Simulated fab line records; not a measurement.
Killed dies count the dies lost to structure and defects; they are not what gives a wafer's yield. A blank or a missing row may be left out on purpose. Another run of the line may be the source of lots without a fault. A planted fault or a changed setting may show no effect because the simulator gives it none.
Chamber matching	flow sfq_line	4 sister chambers for SFQ_TRILAYER_I1_VIA_BARC_OPEN_VIA_ETCH_071 on rie_diel-01
The step etches BARC in O2, target depth 125 nm, time 41.7 s. 8 wafers are shown with their chamber, then 7 later ones without.

WAFERS PAIRED WITH THEIR CHAMBERS
wafer	chamber	drypump_motor_current_A (A)	oes_product_au (a.u.)
L297.4	3	5.1	0.685
L297.6	0	5.8	0.689
L303.5	1	5.1	0.693
L305.1	3	5.2	0.695
L305.2	0	5.7	0.685
L305.6	2	5.1	0.682
L308.3	1	5.0	0.683
L308.4	2	5.1	0.687

WAFERS MISSING THEIR CHAMBER
wafer	drypump_motor_current_A (A)	oes_product_au (a.u.)
L308.6	5.2	0.686
L313.1	5.1	0.681
L313.2	5.1	0.688
L313.3	5.8	0.682
L315.1	5.1	0.687
L315.5	5.1	0.694
L315.6	5.1	0.687

CHAMBER TAKEN BY EACH
wafer	from the rows above	in truth
L308.6	can't be placed: 3 or 2 or 1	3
L313.1	can't be placed: 2 or 1 or 3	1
L313.2	can't be placed: 2 or 1 or 3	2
L313.3	0	0
L315.1	can't be placed: 2 or 1 or 3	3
L315.5	can't be placed: 3 or 1 or 2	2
L315.6	can't be placed: 2 or 1 or 3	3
Correct placement for 1 of the 7. Not placeable from these rows: 6 (in 6, the candidates include the true chamber). Number placed wrongly: 0.
How it was worked out, from the rows above alone: a wafer's distance from a chamber is the root of the sum, over the readings, of the square of ((its reading less the chamber's mean) divided by the reading's scatter). If the next closest chamber is less than 2 further off than the closest, the wafer can't be placed; otherwise it belongs to the closest. For every chamber, the mean is computed from those of its wafers that are shown. The scatter: the root of (the sum of the squares of (reading less its chamber's mean) over the shown wafers, divided by (wafers less chambers)).
